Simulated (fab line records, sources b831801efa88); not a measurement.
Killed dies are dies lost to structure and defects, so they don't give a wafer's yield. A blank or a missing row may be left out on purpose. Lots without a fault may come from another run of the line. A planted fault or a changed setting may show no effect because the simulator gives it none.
fab line records | flow sky130
record lots=6 wafers=18 last_day=50
route steps=708 shown LDD_HVN@274 LDD_HVP@278 LDD_LDN@289 PAD_OPEN@708
lots that met no fault: from a run of the same line without faults
start_h: hours from the record's first day to the start of the lot's first wafer shown | wait_h: hours since the lot's step before | " the same as in the row above | L1.1+2: a row that stands for several wafers | - no value, or no start given | * or withheld: withheld | < > ~ a bound
route shown NAME@n: a module of which the file shows steps, and the number in the route of the first | usual: mean/standard deviation of fault-free wafers | same: alike in all rows | chamber/n: place in a boat | sites: the reading at each site | _std_site: their standard deviation | _edge_site: outer sites' mean less inner sites' | radius_mm: how far each site lies from the wafer's centre | mask NAME#n: copy n | behind: the tool/chamber that last shaped the wafer | hold: why the lot was held/for how many hours/how that ended | device: the transistor (n, p or np) that didn't switch | end of line: the same wafers' tests at the end of the route | a step without rows: its recipe alone | killed: dies lost to structure and defects at the first sort, not the wafer's yield | map: a wafer's dies, x killed, . not, _ none there
set.NAME: the setting as run; set.NAME@STEP: as run at that earlier step | model.NAME: the simulator's own value behind a step, which no gauge read
lots at some steps of the route; a table a step, a row a wafer
services: from which hour (start_h, from the record's first day; less than 0 if before it) a tool's chamber was out of use, for how many hours, and why
## steps
# step SKY_LDD_HVN_OVL_MEAS_07
# usual LDD_HVN_OVL=-0.5/1.5
# columns lot.wafer tool chamber start_h wait_h LDD_HVN_OVL[nm]
L314.2 overlay-01 - 468.18 0.1 1.0
L314.4 " - " " 0.5
L314.6 " - " " 1.1
L324.1 overlay-01 - 555.37 0.1 -2.4
L324.2 " - " " -2.6
L324.5 " - " " -3.0
L325.1 overlay-01 - 559.97 0.1 -1.8
L325.2 " - " " -1.9
L325.4 " - " " -3.6
L332.3 overlay-02 - 624.33 0.1 -1.8
L332.5 " - " " -1.3
L332.6 " - " " -1.4
L334.1 overlay-02 - 633.31 0.1 1.5
L334.4 " - " " 1.5
L334.6 " - " " 2.2
L336.1 overlay-02 - 647.37 0.1 0.0
L336.3 " - " " 1.7
L336.4 " - " " 0.0
# step SKY_LDD_HVN_IMPLANT_08
# recipe species=P energy_kev=59.23 dose_cm2=3e+13 tilt_deg=40
# step SKY_LDD_HVN_STRIP_09
# recipe chemistry=O2/N2 power_w=1400 pressure_mtorr=1500 platen_temp_c=withheld o2_flow_sccm=3000 n2_flow_sccm=300 overash_fraction=0.5
# usual chamber_pressure_mTorr=1500.2/1.4 drypump_motor_current_A=5.8/0.66 n2_flow_sccm=299.9/0.93 oes_product_au=0.409/0.0047 strip_time_to_endpoint_s=4.132/0.013
# columns lot.wafer tool chamber start_h wait_h chamber_pressure_mTorr drypump_motor_current_A n2_flow_sccm oes_product_au rf_hours_counter_h strip_time_to_endpoint_s
L314.2 plasma_asher-04 1 468.36 0.1 1499.8 5.4 300.0 0.408 35 4.148
L314.4 " 1 " " 1501.0 5.4 300.9 0.415 - 4.132
L314.6 " 1 " " 1500.2 5.4 300.1 0.411 - 4.150
L324.1 plasma_asher-01 0 555.56 0.1 1500.7 5.0 301.5 0.406 13 4.108
L324.2 " 1 " " 1501.2 6.4 299.3 0.408 13 4.136
L324.5 " 0 " " 1499.9 5.0 301.7 0.417 - 4.131
L325.1 plasma_asher-01 1 560.16 0.1 1501.9 6.4 298.7 0.409 13 4.137
L325.2 " 0 " " 1499.0 5.0 300.1 0.414 13 4.146
L325.4 " 0 " " 1499.1 5.0 300.0 0.397 - 4.135
L332.3 plasma_asher-04 1 624.54 0.1 1500.0 5.4 299.5 0.401 - 4.122
L332.5 " 0 " " 1502.4 5.5 299.3 0.411 - 4.117
L332.6 " 1 " " 1501.4 5.4 299.7 0.412 - 4.102
L334.1 plasma_asher-01 0 633.50 0.1 1499.7 5.0 298.7 0.397 19 4.154
L334.4 " 1 " " 1498.9 6.5 299.9 0.411 - 4.129
L334.6 " 0 " " 1501.5 5.0 298.3 0.410 - 4.144
L336.1 plasma_asher-03 0 647.55 0.1 1500.5 6.5 299.4 0.410 95 4.143
L336.3 " 1 " " 1497.9 6.3 300.2 0.399 - 4.141
L336.4 " 0 " " 1501.1 6.6 300.3 0.409 - 4.148
# step SKY_LDD_HVN_TW_MEAS_10
# usual LDD_HVN_TW=1423/7.9
# columns lot.wafer tool chamber start_h wait_h LDD_HVN_TW
L314.2 film_metro-01 - 468.47 0.1 1425
L314.4 " - " " 1425
L314.6 " - " " 1417
L324.1 film_metro-04 - 555.66 0.1 1421
L324.2 " - " " 1437
L324.5 " - " " 1425
L325.1 film_metro-04 - 560.26 0.1 1420
L325.2 " - " " 1423
L325.4 " - " " 1427
L332.3 film_metro-04 - 624.63 0.1 1414
L332.5 " - " " 1413
L332.6 " - " " 1418
L334.1 film_metro-04 - 633.60 0.1 1412
L334.4 " - " " 1417
L334.6 " - " " 1417
L336.1 film_metro-01 - 647.65 0.1 1425
L336.3 " - " " 1429
L336.4 " - " " 1426
# step SKY_LDD_HVP_DEHYDRATE_00
# recipe temp_c=200 time_s=60
# step SKY_LDD_HVP_HMDS_01
# recipe prime_time_s=60 prime_temp_c=120
# step SKY_LDD_HVP_COAT_02
# recipe resist=NOVOLAK spin_rpm=3000 resist_thk_nm=300
# step SKY_LDD_HVP_SOFTBAKE_03
# recipe temp_c=90 time_s=60 resist=NOVOLAK
# step SKY_LDD_HVP_EXPOSE_04
# recipe mask_id=HVPTM na=0.6 source_shape=conventional sigma_outer=0.6 polarization=unpolarized target_cd_nm=700 dose_mj=86
# step SKY_LDD_HVP_PEB_05
# recipe temp_c=withheld time_s=* resist=NOVOLAK
# step SKY_LDD_HVP_DEVELOP_06
# recipe resist=NOVOLAK developer=TMAH develop_time_s=60 dev_temp_c=23
# step SKY_LDD_HVP_OVL_MEAS_07
# usual LDD_HVP_OVL=0.8/1.3
# columns lot.wafer tool chamber start_h wait_h LDD_HVP_OVL[nm]
L314.2 overlay-01 - 499.37 0.1 -0.2
L314.4 " - " " -0.6
L314.6 " - " " 0.4
L324.1 overlay-01 - 585.17 0.1 0.5
L324.2 " - " " -1.3
L324.5 " - " " -0.2
L325.1 overlay-02 - 589.61 0.1 1.0
L325.2 " - " " 1.8
L325.4 " - " " 1.9
L332.3 overlay-01 - 652.73 0.1 0.3
L332.5 " - " " 0.0
L332.6 " - " " -0.8
L334.1 overlay-01 - 662.11 0.1 -0.9
L334.4 " - " " -1.6
L334.6 " - " " -1.9
L336.1 overlay-01 - 675.62 0.1 -1.1
L336.3 " - " " -2.4
L336.4 " - " " -0.6
# step SKY_LDD_HVP_IMPLANT_08
# recipe species=B energy_kev=20 dose_cm2=1.7e+13 tilt_deg=17.9
# usual dose_ions_cm2=1.6998e+13/1.6e+10 faraday_current_uA=95.9/1.9
# columns lot.wafer tool chamber start_h wait_h dose_ions_cm2 faraday_current_uA
L314.2 implanter-03 0 499.43 0.0 1.6997e+13 97.2
L314.4 " 0 " " 1.6995e+13 95.5
L314.6 " 0 " " 1.698e+13 96.8
L324.1 implanter-04 0 585.21 0.0 2.6059e+13 149.3
L324.2 " 0 " " 2.6059e+13 147.8
L324.5 " 0 " " 2.6069e+13 147.6
L325.1 implanter-04 0 589.65 0.0 2.6071e+13 147.8
L325.2 " 0 " " 2.6083e+13 147.0
L325.4 " 0 " " 2.6069e+13 150.7
L332.3 implanter-03 0 652.80 0.1 1.7013e+13 96.0
L332.5 " 0 " " 1.6991e+13 94.2
L332.6 " 0 " " 1.7004e+13 96.3
L334.1 implanter-03 0 662.15 0.0 1.702e+13 90.6
L334.4 " 0 " " 1.6976e+13 96.4
L334.6 " 0 " " 1.6982e+13 97.4
L336.1 implanter-04 0 675.66 0.0 1.6969e+13 96.2
L336.3 " 0 " " 1.7015e+13 95.8
L336.4 " 0 " " 1.6983e+13 93.7
# step SKY_LDD_HVP_STRIP_09
# recipe chemistry=O2/N2 power_w=1400 pressure_mtorr=1500 platen_temp_c=withheld o2_flow_sccm=3000 n2_flow_sccm=300 overash_fraction=0.5
# usual chamber_pressure_mTorr=1500.1/1.5 drypump_motor_current_A=5.7/0.53 n2_flow_sccm=300.0/0.98 oes_product_au=0.409/0.0049 strip_time_to_endpoint_s=4.131/0.015
# columns lot.wafer tool chamber start_h wait_h chamber_pressure_mTorr drypump_motor_current_A n2_flow_sccm oes_product_au rf_hours_counter_h strip_time_to_endpoint_s
L314.2 plasma_asher-02 1 499.55 0.1 1501.5 6.0 299.5 0.407 64 4.171
L314.4 " 1 " " 1499.6 6.0 300.9 0.408 - 4.139
L314.6 " 0 " " 1503.1 6.2 298.9 0.400 - 4.134
L324.1 plasma_asher-01 0 585.36 0.1 1499.5 5.0 302.1 0.407 16 4.130
L324.2 " 1 " " 1498.8 6.5 300.1 0.408 16 4.137
L324.5 " 1 " " 1500.2 6.5 300.4 0.412 - 4.132
L325.1 plasma_asher-02 0 589.80 0.1 1499.0 6.2 298.5 0.418 73 4.135
L325.2 " 1 " " 1498.5 6.0 301.0 0.408 73 4.146
L325.4 " 1 " " 1500.1 6.0 301.2 0.416 - 4.136
L332.3 plasma_asher-02 1 652.93 0.1 1500.1 6.0 299.8 0.414 - 4.113
L332.5 " 1 " " 1497.9 6.0 300.2 0.414 - 4.131
L332.6 " 0 " " 1500.5 6.2 299.4 0.404 - 4.126
L334.1 plasma_asher-01 1 662.30 0.1 1498.8 6.5 301.1 0.411 22 4.136
L334.4 " 1 " " 1501.0 6.4 300.5 0.414 - 4.148
L334.6 " 1 " " 1499.2 6.4 301.4 0.418 - 4.129
L336.1 plasma_asher-04 1 675.81 0.1 1502.3 5.4 300.6 0.406 56 4.125
L336.3 " 0 " " 1500.3 5.5 299.5 0.419 - 4.096
L336.4 " 1 " " 1500.4 5.4 300.2 0.403 - 4.128
# step SKY_LDD_HVP_TW_MEAS_10
# usual LDD_HVP_TW=450/3.7
# columns lot.wafer tool chamber start_h wait_h LDD_HVP_TW
L314.2 film_metro-04 - 499.66 0.1 451
L314.4 " - " " 450
L314.6 " - " " 451
L324.1 film_metro-01 - 585.46 0.1 523
L324.2 " - " " 522
L324.5 " - " " 520
L325.1 film_metro-01 - 589.90 0.1 520
L325.2 " - " " 523
L325.4 " - " " 521
L332.3 film_metro-01 - 653.02 0.1 453
L332.5 " - " " 457
L332.6 " - " " 455
L334.1 film_metro-03 - 662.40 0.1 445
L334.4 " - " " 445
L334.6 " - " " 446
L336.1 film_metro-04 - 675.91 0.1 450
L336.3 " - " " 451
L336.4 " - " " 450
# step SKY_LDD_LDN_DEHYDRATE_00
# recipe temp_c=200 time_s=60
# step SKY_PAD_OPEN_PROBE_99
# usual killed_at_M0_to_M3=44/7.1 killed_at_M4_up=3/1.6 killed_at_contacts=24/5.4 killed_at_front_end=15/4.7 killed_at_other=0.3/0.51 killed_dies=87/9.9 killed_open=48/7.6 killed_short=39/6.3
# same gross_dies=492 killed_at_back_side=0
# columns lot.wafer tool chamber start_h wait_h killed_at_M0_to_M3 killed_at_M4_up killed_at_contacts killed_at_front_end killed_at_other killed_dies killed_open killed_short model.etest.tip_p_5v.rs_ohm_sq model.etest.pfet_g5v0d10v5.r_on_ohm_um model.etest.pfet_g5v0d10v5.drive_ua_um model.etest.pfet_g5v0d10v5.off_log10_a_um model.etest.ring_5v.delay_ps model.etest.pfet_g5v0d10v5.vt_sat_v
L314.2 prober-02 - 1075.19 0.1 38 1 20 22 1 82 47 35 2867 4729 339.1 -12.42 44.76 -0.6191
L314.4 prober-02 - 1075.29 0.2 45 4 40 11 1 101 55 46 2862 4774 338.7 -12.5 44.78 -0.6279
L314.6 prober-02 - 1075.39 0.2 43 1 29 11 0 84 60 24 2872 4765 340.2 -12.36 44.89 -0.6251
L324.1 prober-02 - 1136.24 0.1 33 2 26 20 0 81 50 31 2105 4598 351.8 -11.65 44.74 -0.5618
L324.2 prober-02 - 1136.29 0.1 42 6 22 14 0 84 42 42 2091 4643 350.4 -11.62 44.46 -0.5648
L324.5 prober-02 - 1136.44 0.2 42 4 18 8 1 73 41 32 2086 4590 348.9 -11.78 44.58 -0.5741
L325.1 prober-02 - 1137.99 0.1 49 5 25 18 0 97 54 43 2094 4520 358.2 -12.21 44.59 -0.6048
L325.2 prober-02 - 1138.04 0.1 43 3 31 23 1 101 56 45 2121 4512 358.8 -12.18 43.88 -0.6015
L325.4 prober-02 - 1138.14 0.2 59 1 29 11 1 101 53 48 2102 4581 357.6 -11.98 44.13 -0.5992
L332.3 prober-01 - 1175.64 0.2 49 4 23 10 1 87 49 38 2870 4847 337.2 -12.51 44.85 -0.6197
L332.5 prober-01 - 1175.74 0.2 48 4 29 13 0 94 54 40 2840 4829 335.7 -12.54 44.79 -0.6394
L332.6 prober-01 - 1175.79 0.2 53 1 22 20 0 96 53 43 2838 4757 341.6 -12.38 44.42 -0.6265
L334.1 prober-01 - 1180.69 0.1 36 5 25 20 1 87 50 37 2899 4710 341.2 -12.51 44.21 -0.6258
L334.4 prober-01 - 1180.84 0.2 39 3 28 23 0 93 50 43 2907 4856 333.6 -12.72 44.99 -0.6464
L334.6 prober-01 - 1180.94 0.2 40 4 32 18 0 94 52 42 2900 4772 336.9 -12.89 45.08 -0.6579
L336.1 prober-01 - 1191.49 0.1 38 5 18 14 0 75 42 33 2859 4661 349.6 -12.48 44.38 -0.6303
L336.3 prober-01 - 1191.59 0.2 48 5 17 9 0 79 44 35 2856 4722 345.7 -12.41 44.49 -0.6042
L336.4 prober-01 - 1191.64 0.2 35 3 27 11 0 76 43 33 2858 4752 341.8 -12.55 44.9 -0.6185
# killed by level:class
L314.2 CONTACT:geometric_particle:open=9 VIA1:geometric_particle:open=8 VIA2:geometric_particle:open=7 VIA2:geometric_particle:short=7 LI_CONTACT:geometric_particle:open=6 FIELD_ISO:geometric_particle:open=5 POLY_GATE:geometric_particle:short=5 POLY_GATE:geometric_particle:open=4
L314.4 CONTACT:geometric_particle:open=14 VIA3:geometric_particle:open=12 LI_CONTACT:geometric_particle:open=9 LOCAL_INTERCONNECT:geometric_particle:short=8 VIA2:geometric_particle:open=8 CONTACT:geometric_particle:short=7 METAL2:geometric_particle:short=6 METAL1:geometric_particle:short=5
L314.6 CONTACT:geometric_particle:open=14 VIA1:geometric_particle:open=13 LI_CONTACT:geometric_particle:open=11 VIA3:geometric_particle:open=9 POLY_GATE:geometric_particle:short=6 VIA2:geometric_particle:open=6 METAL1:geometric_particle:short=4 VIA3:geometric_particle:short=3
L324.1 VIA1:geometric_particle:open=9 FIELD_ISO:geometric_particle:open=8 VIA2:geometric_particle:open=8 CONTACT:geometric_particle:open=8 LI_CONTACT:geometric_particle:open=7 CONTACT:geometric_particle:short=5 POLY_GATE:geometric_particle:short=4 LOCAL_INTERCONNECT:geometric_particle:short=4
L324.2 VIA1:geometric_particle:open=11 CONTACT:geometric_particle:open=8 METAL2:geometric_particle:short=8 CONTACT:geometric_particle:short=6 LI_CONTACT:geometric_particle:open=6 FIELD_ISO:geometric_particle:short=5 METAL4:geometric_particle:short=5 VIA1:geometric_particle:short=5
L324.5 VIA1:geometric_particle:open=14 METAL1:geometric_particle:short=11 CONTACT:geometric_particle:open=6 VIA3:geometric_particle:open=4 VIA2:geometric_particle:open=4 VIA3:geometric_particle:short=4 FIELD_ISO:geometric_particle:open=3 LI_CONTACT:geometric_particle:open=3
L325.1 VIA1:geometric_particle:open=12 POLY_GATE:geometric_particle:open=7 LI_CONTACT:geometric_particle:open=7 VIA2:geometric_particle:open=7 VIA3:geometric_particle:open=7 METAL2:geometric_particle:short=6 CONTACT:geometric_particle:short=6 CONTACT:geometric_particle:open=6
L325.2 VIA1:geometric_particle:open=16 CONTACT:geometric_particle:open=14 FIELD_ISO:geometric_particle:short=6 VIA1:geometric_particle:short=6 LI_CONTACT:geometric_particle:open=6 CONTACT:geometric_particle:short=6 FIELD_ISO:geometric_particle:open=5 POLY_GATE:geometric_particle:short=5
L325.4 VIA1:geometric_particle:open=15 VIA1:geometric_particle:short=12 LI_CONTACT:geometric_particle:open=9 CONTACT:geometric_particle:open=8 VIA3:geometric_particle:open=7 VIA2:geometric_particle:open=7 METAL2:geometric_particle:short=6 LOCAL_INTERCONNECT:geometric_particle:short=5
L332.3 VIA1:geometric_particle:open=11 CONTACT:geometric_particle:open=10 LI_CONTACT:geometric_particle:open=9 VIA3:geometric_particle:open=7 METAL2:geometric_particle:short=6 VIA3:geometric_particle:short=6 VIA2:geometric_particle:open=5 VIA2:geometric_particle:short=4
L332.5 VIA1:geometric_particle:open=12 CONTACT:geometric_particle:open=11 VIA3:geometric_particle:open=8 METAL2:geometric_particle:short=7 LI_CONTACT:geometric_particle:open=6 METAL1:geometric_particle:short=5 VIA1:geometric_particle:short=5 LI_CONTACT:geometric_particle:short=4
L332.6 CONTACT:geometric_particle:open=11 VIA1:geometric_particle:open=10 VIA1:geometric_particle:short=9 METAL1:geometric_particle:short=8 POLY_GATE:geometric_particle:open=7 VIA2:geometric_particle:open=6 METAL1:geometric_particle:open=5 METAL2:geometric_particle:short=5
L334.1 LI_CONTACT:geometric_particle:open=8 VIA1:geometric_particle:open=8 FIELD_ISO:geometric_particle:open=7 LOCAL_INTERCONNECT:geometric_particle:short=7 CONTACT:geometric_particle:open=6 POLY_GATE:geometric_particle:short=5 VIA3:geometric_particle:open=5 METAL2:geometric_particle:short=4
L334.4 VIA1:geometric_particle:open=12 LI_CONTACT:geometric_particle:open=9 CONTACT:geometric_particle:open=8 FIELD_ISO:geometric_particle:open=6 POLY_GATE:geometric_particle:short=5 CONTACT:geometric_particle:short=5 VIA1:geometric_particle:short=5 METAL2:geometric_particle:short=4
L334.6 LI_CONTACT:geometric_particle:open=11 VIA1:geometric_particle:open=11 METAL1:geometric_particle:short=7 VIA2:geometric_particle:open=7 POLY_GATE:geometric_particle:open=6 CONTACT:geometric_particle:short=6 CONTACT:geometric_particle:open=6 LOCAL_INTERCONNECT:geometric_particle:short=5
L336.1 VIA1:geometric_particle:open=16 LI_CONTACT:geometric_particle:open=10 METAL1:geometric_particle:short=6 FIELD_ISO:geometric_particle:open=5 METAL4:geometric_particle:short=5 FIELD_ISO:geometric_particle:short=4 POLY_GATE:geometric_particle:open=3 CONTACT:geometric_particle:open=3
L336.3 VIA1:geometric_particle:open=11 LI_CONTACT:geometric_particle:open=7 METAL1:geometric_particle:short=7 VIA1:geometric_particle:short=7 CONTACT:geometric_particle:open=6 VIA2:geometric_particle:open=6 METAL2:geometric_particle:short=5 VIA3:geometric_particle:open=4
L336.4 CONTACT:geometric_particle:open=10 LI_CONTACT:geometric_particle:open=7 VIA1:geometric_particle:open=7 CONTACT:geometric_particle:short=6 VIA3:geometric_particle:open=5 METAL3:geometric_particle:short=5 VIA2:geometric_particle:open=4 FIELD_ISO:geometric_particle:short=3
## services
# columns tool chamber start_h hours kind
plasma_asher-01 - 457.79 1.4 repair
plasma_asher-03 - 466.06 1.7 repair
implanter-03 - 511.64 3.7 pm
plasma_asher-03 - 532.71 5.9 repair
implanter-04 - 562.68 6.6 repair
implanter-03 - 576.57 1.5 repair
plasma_asher-01 - 594.41 9.1 repair
plasma_asher-04 - 643.00 0.3 repair
implanter-03 - 643.45 1.5 repair
## key
first_sign step=SKY_LDD_HVP_IMPLANT_08 reading=dose_ions_cm2 direction=up sigmas=99+ usual=* struck=*
effect step=SKY_LDD_HVP_IMPLANT_08 reading=faraday_current_uA direction=up sigmas=28 usual=95.9 struck=148.4
effect step=SKY_LDD_HVP_TW_MEAS_10 reading=LDD_HVP_TW direction=up sigmas=19 usual=450 struck=522
model_effect step=SKY_PAD_OPEN_PROBE_99 value=etest.tip_p_5v.rs_ohm_sq without=2855 struck=2100
met_at SKY_LDD_HVP_IMPLANT_08
struck_wafers L324.1,L324.2,L324.5,L325.1,L325.2,L325.4
tester_left_out L324,L325
fault kind=process_parameter_drift tool=implanter-04 chamber=- onset_h=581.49 steps=SKY_LDD_HVP_IMPLANT_08 channel=dose_cm2 offset=* shape=step end_h=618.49 acts_in=* stated=*
# tester_left_out: of these lots the tester's yield and bins aren't shown, on N5 and GAA mostly nor the transistor test; their killed dies are dies lost to structure and defects alone, not to doping, threshold or leakage, so they don't give the yield
